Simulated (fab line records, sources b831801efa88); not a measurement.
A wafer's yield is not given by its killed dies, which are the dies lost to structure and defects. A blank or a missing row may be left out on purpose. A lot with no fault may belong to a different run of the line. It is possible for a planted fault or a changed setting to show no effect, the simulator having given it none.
Split-lot study + flow sky130 + 5 lots, 23 wafers read, on a route of 708 steps

## SPLIT DETAILS
At SKY_LI_CONTACT_COAT_07 (resist thk 450 nm), the setting spinRpm was moved away from the recipe's 3000 rpm on 10 of the 23 wafers read, by -3.1% to +3.5%. The other wafers ran this setting at the recipe's value.

## FROM THE SPLIT TO THE READING: what the file shows between them, 3 steps
- SKY_LI_CONTACT_SOFTBAKE_08: time 90 s
- SKY_LI_CONTACT_EXPOSE_09: exposes mask LICM1, target cd 170 nm
- SKY_LI_CONTACT_ETCH_14: etches BARC in N2/H2, stops on SiO2, time 45.9 s, target depth 60 nm

## THE READING
KrF-thick_of_LI_CONTACT_COAT_07.thkNm (the simulator's own value, which no gauge read), in nm, at SKY_LI_CONTACT_ETCH_15 (etches PSG in C4F8/O2/Ar, stops on Si, target depth 600 nm). There is no usual value for it anywhere in the file. The 13 wafers here that ran the recipe average 232.0 nm, standard deviation 3.3 nm.

| wafer  | tool, chamber at the split | spinRpm as run, rpm | against the recipe | KrF-thick_of_LI_CONTACT_COAT_07.thkNm, nm | against lot-mates on the recipe |
|--------|----------------------------|---------------------|--------------------|-------------------------------------------|---------------------------------|
| L074.1 | lithoTrack-02, 0           | 2907                | -3.1%              | 242.2                                     | +9.4                            |
| L074.6 | lithoTrack-02, 0           | 2907                | -3.1%              | 242.2                                     | +9.4                            |
| L074.2 | lithoTrack-02, 0           | 2907                | -3.1%              | 241                                       | +8.2                            |
| L074.3 | lithoTrack-02, 0           | 3000                | recipe             | 234.1                                     | -                               |
| L074.4 | lithoTrack-02, 0           | 3000                | recipe             | 231.5                                     | -                               |
| L076.2 | lithoTrack-03, 0           | 3104                | +3.5%              | 223.9                                     | -3.4                            |
| L076.3 | lithoTrack-03, 0           | 3000                | recipe             | 228.8                                     | -                               |
| L076.4 | lithoTrack-03, 0           | 3104                | +3.5%              | 217.4                                     | -9.9                            |
| L076.5 | lithoTrack-03, 0           | 3000                | recipe             | 227.7                                     | -                               |
| L076.6 | lithoTrack-03, 0           | 3000                | recipe             | 225.4                                     | -                               |
| L078.1 | lithoTrack-04, 0           | 3000                | recipe             | 229                                       | -                               |
| L078.2 | lithoTrack-04, 0           | 3000                | recipe             | 233.8                                     | -                               |
| L078.3 | lithoTrack-04, 0           | 3100                | +3.3%              | 225.3                                     | -6.1                            |
| L078.4 | lithoTrack-04, 0           | 3100                | +3.3%              | 225.4                                     | -6.0                            |
| L078.6 | lithoTrack-04, 0           | 3100                | +3.3%              | 223.2                                     | -8.2                            |
| L080.2 | lithoTrack-04, 0           | 3000                | recipe             | 233.8                                     | -                               |
| L080.4 | lithoTrack-04, 0           | 3000                | recipe             | 237.3                                     | -                               |
| L080.6 | lithoTrack-04, 0           | 3000                | recipe             | 234.4                                     | -                               |
| L084.1 | lithoTrack-03, 0           | 2928                | -2.4%              | 238.3                                     | +4.8                            |
| L084.2 | lithoTrack-03, 0           | 3000                | recipe             | 235                                       | -                               |
| L084.3 | lithoTrack-03, 0           | 2928                | -2.4%              | 237.1                                     | +3.6                            |
| L084.4 | lithoTrack-03, 0           | 3000                | recipe             | 233.9                                     | -                               |
| L084.6 | lithoTrack-03, 0           | 3000                | recipe             | 231.5                                     | -                               |

FIT RESULTS
A straight line over all 23 wafers: KrF-thick_of_LI_CONTACT_COAT_07.thkNm changes by -2.78 nm for each +1% of spinRpm; r = -0.89; the points scatter about the line by 3 nm.
The same after taking each lot's own level away (the mean of its wafers on the recipe; 23 wafers): -2.24 nm for each +1%; r = -0.93; scatter 1.9 nm.
The reading moves by 7.8 nm for the largest change in spinRpm, on that fit.
The span of the lots' own levels, 227.30 to 235.17 nm, comes to 2.4 times the standard deviation stated above.
So the lot-to-lot level changes the slope: the two fits differ.
Check: -8.16 nm against its lot-mates is what the line predicts for one of the wafers moved furthest among these (+3.5%) when that wafer is left out of the fit. Against them it came out at -3.4 nm.

## THE WHOLE CHAIN: every reading that the file lists as answering this split, in the file's order
| step                   | what it does                                                         | reading                                                                                | change (the file's fit)              | r (the file's) |
|------------------------|----------------------------------------------------------------------|----------------------------------------------------------------------------------------|--------------------------------------|----------------|
| SKY_LI_CONTACT_COAT_07 | resist thk 450 nm                                                    | KrF-thick_of_LI_CONTACT_COAT_07.thkNm (the simulator's own value, which no gauge read) | -2.39 nm for each +1% of the setting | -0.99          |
| SKY_LI_CONTACT_ETCH_14 | etches BARC in N2/H2, stops on SiO2, time 45.9 s, target depth 60 nm | KrF-thick_of_LI_CONTACT_COAT_07.thkNm (the simulator's own value, which no gauge read) | -2.32 nm for each +1% of the setting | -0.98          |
| SKY_LI_CONTACT_ETCH_15 | etches PSG in C4F8/O2/Ar, stops on Si, target depth 600 nm           | KrF-thick_of_LI_CONTACT_COAT_07.thkNm (the simulator's own value, which no gauge read) | -2.17 nm for each +1% of the setting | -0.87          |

## FILE'S OWN FIT
KrF-thick_of_LI_CONTACT_COAT_07.thkNm changes by -2.17 nm for each +1% of spinRpm, r = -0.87.
